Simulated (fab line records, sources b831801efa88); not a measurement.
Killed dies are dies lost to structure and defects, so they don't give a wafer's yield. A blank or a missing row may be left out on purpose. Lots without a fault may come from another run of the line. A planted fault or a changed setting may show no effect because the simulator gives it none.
Problem report in the 8D (eight disciplines) form, filled by code | flow sky130 | the parts of the form that need people (team, actions taken, sign-off) are left out

1. THE PROBLEM
CAPM_CVD_00_THK at SKY_CAPM_THK_MEAS_01 reads a mean of 25.60 nm on 3 wafers of 2 lots; wafers without a fault read 15.47 nm with a standard deviation of 0.2. That is +51 standard deviations from the usual mean.
First seen on wafer L891.2, day 38 18:43, on film_metro-03. The record holds 32 wafers of 11 lots with a number at this step. Rule for "out", or "out of limits": more than 4 standard deviations from the usual mean. The other wafers with a number count as sound.

2. WHAT IT IS AND WHAT IT IS NOT
question                    | is                           | is not
which readings at this step | CAPM_CVD_00_THK              | -
which lots                  | L891, L897                   | L887, L888, L889, L890, L902, L904, L906, L909, L910
which wafers of those lots  | L891.2, L891.3, L897.2       | L891.5, L897.5
read on which gauges        | film_metro-03, film_metro-04 | film_metro-01
when                        | from day 38 18:43            | up to then (13 sound wafers); but 16 sound wafers of L897, L902, L904, L906, L909, L910 came after

3. SUSPECTS, AND WHAT RULES EACH OUT
Counting: a tool at a process step up to the reading stays a suspect if it ran every lot that is out. Sound lots after the first of them don't rule it out here, since some wafers of a struck lot are sound.
- the gauge at SKY_CAPM_THK_MEAS_01: ruled out. The wafers that are out were read on 2 gauges (film_metro-03, film_metro-04).
- pecvd-03 at SKY_CAPM_CVD_00 (deposits SiO2, target thk 15.5 nm): kept. It ran every lot that is out, first L891 (day 38 18:41); its last sound lot up to then is L890 (day 37 17:02).
Left after counting: pecvd-03 at SKY_CAPM_CVD_00.

4. THE CAUSE (what the simulator had put in)
Process parameter drift: pecvd-03, from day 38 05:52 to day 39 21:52, at SKY_CAPM_CVD_00. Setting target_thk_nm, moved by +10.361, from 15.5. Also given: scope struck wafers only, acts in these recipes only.
Counting left only this tool.

5. THE CHAIN OF EFFECTS, in route order
Each row: a reading whose mean over the struck wafers that have a number lies more than 3 standard deviations from the usual. Only readings for which the record gives a usual standard deviation are gone through. hours: the time from each lot's start at the first step in this table that gives one to its start at this step, as a median over the lots. sigmas: the change in usual standard deviations.
hours | step                 | reading         | usual      | on struck wafers | change | sigmas
0     | SKY_CAPM_THK_MEAS_01 | CAPM_CVD_00_THK | 15.47 nm   | 25.60            | +10.13 | +51
50    | SKY_METAL3_ETCH_17   | oes_product_au  | 0.754 a.u. | 0.986            | +0.232 | +36
The process steps in it:
- SKY_METAL3_ETCH_17: etches SiO2 in C4F8/O2/Ar, stops on TiN, time 3.9 s, target depth 15 nm.

6. WHAT WOULD HAVE CAUGHT IT SOONER
In this record the first reading out of limits at a measuring or inspecting step was taken at day 38 18:43, 13 hours after the fault began at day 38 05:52.
Of the tool readings at SKY_CAPM_CVD_00 for which the record gives a usual standard deviation, none was out on any struck wafer, so an alarm limit of 4 standard deviations on them would not have fired.
Of the lots that are out (2), L897 began SKY_CAPM_CVD_00 on pecvd-03 after day 38 18:43. A hold on the tool at that time would have spared it.
